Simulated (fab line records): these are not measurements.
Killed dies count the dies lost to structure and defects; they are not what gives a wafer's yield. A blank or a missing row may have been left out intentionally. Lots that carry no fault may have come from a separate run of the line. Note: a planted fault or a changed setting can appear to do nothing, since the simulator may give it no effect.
Comparing a struck lot with a sound one ; flow sky130 ; 35 out of 708 route steps
Sound: the wafers L555.1, L555.2, L555.3. Wafers struck: L546.2, L546.4, L546.5. The cause is given at the end.
At each step with rows: each side's tool, then ch and its chambers, then its first start. Under that, the readings that differ: sound wafers ; struck wafers ; difference of the means ; sigmas: that difference in standard deviations of wafers without a fault.
alike: same words and numbers on both sides, and readings whose means sit less than 2 such deviations apart. not compared: any withheld reading, any reading some wafer has no value for, any bound like >300 that may hide the same value, and any number with overlapping values for which the record gives no deviation.
Wherever a step has rows on one side only, a row that says differs or no value, or a row with sigmas, the two part there. Numbers that have no deviation but don't overlap get no sigmas and don't part them. A reading that every wafer of one side lacks parts them only if that side has two wafers or more.

first, 10 steps without rows for these wafers: SKY_VIA3_HMDS_05 (prime time 60 s); SKY_VIA3_COAT_06 (resist thk 60 nm); SKY_VIA3_COAT_07 (resist thk 450 nm); SKY_VIA3_SOFTBAKE_08 (time 90 s); SKY_VIA3_EXPOSE_09 (exposes mask VIM3, target cd 200 nm); SKY_VIA3_PEB_10; SKY_VIA3_DEVELOP_11 (develop time 60 s); SKY_VIA3_ETCH_14 (etches BARC in N2/H2, stops on SiO2, time 45.9 s, target depth 60 nm); SKY_VIA3_ETCH_15 (etches SiO2 in C4F8/O2/Ar, stops on TiN, target depth 507 nm, time 78 s); SKY_VIA3_STRIP_16 (strips in O2/N2).
SKY_VIA3_STRIP_17: strips in post etch residue remover, time 1200 s.
  sound on wet-bench-02 ch 1, day 45 09:14; struck on wet-bench-04 ch 2, day 43 21:18
  alike: bath-heat-duty-pct
then, 23 steps without rows for these wafers: SKY_VIA3_CLEAN_18 (cleans in IPA, time 180 s); SKY_VIA3_CLEAN_19 (cleans in O3/DIW); SKY_VIA3_SPUTTER_20 (material TiN, target thk 20 nm, time 80 s); SKY_VIA3_CVD_21 (deposits W, target thk 390 nm, time 117.31 s); SKY_VIA3_CMP_24 (polishes, stops on SiO2, t overpolish 20 s, target thk 0 nm); SKY_METAL4_SPUTTER_00 (material Ti, target thk 15 nm, time 10 s); SKY_METAL4_SPUTTER_01 (material TiN, target thk 20 nm, time 16.7 s); SKY_METAL4_SPUTTER_02 (material AlCu, target thk 735 nm, time 39.1 s); SKY_METAL4_SPUTTER_03 (material Ti, target thk 5 nm, time 3.3 s); SKY_METAL4_SPUTTER_04 (material TiN, target thk 70 nm, time 58.3 s); SKY_CAP2M_CVD_00 (deposits SiO2, target thk 15.5 nm); SKY_CAP2M_SPUTTER_02 (material TiN, target thk 200 nm, time 166.7 s); SKY_CAP2M_DEHYDRATE_05 (time 60 s); SKY_CAP2M_HMDS_06 (prime time 60 s); SKY_CAP2M_COAT_07 (resist thk 1140 nm); SKY_CAP2M_SOFTBAKE_08 (time 60 s); SKY_CAP2M_EXPOSE_09 (exposes mask CAP2M, target cd 1000 nm); SKY_CAP2M_PEB_10; SKY_CAP2M_DEVELOP_11 (develop time 60 s); SKY_CAP2M_METAL_ETCH_13 (etches TiN in Cl2/BCl3, stops on SiO2, target depth 220 nm, time 62.9 s); SKY_CAP2M_STRIP_14 (strips in O2/N2); SKY_CAP2M_STRIP_15 (strips in post etch residue remover, time 1200 s); SKY_CAP2M_CLEAN_16 (cleans in IPA, time 180 s).
-- the record jumps here: 5 days lie between the struck wafers' starts before and after (it left off in module CAP2M and takes up again in module PAD_OPEN, whose first step shown is number 708 of the route) --
SKY_PAD_OPEN_PROBE_99:
  record: rows for the struck wafers here (prober-01, day 49 07:12), none for the sound ones

## WHERE THEY PART
Only at SKY_PAD_OPEN_PROBE_99, within this record.

WHY: what the simulator had put in
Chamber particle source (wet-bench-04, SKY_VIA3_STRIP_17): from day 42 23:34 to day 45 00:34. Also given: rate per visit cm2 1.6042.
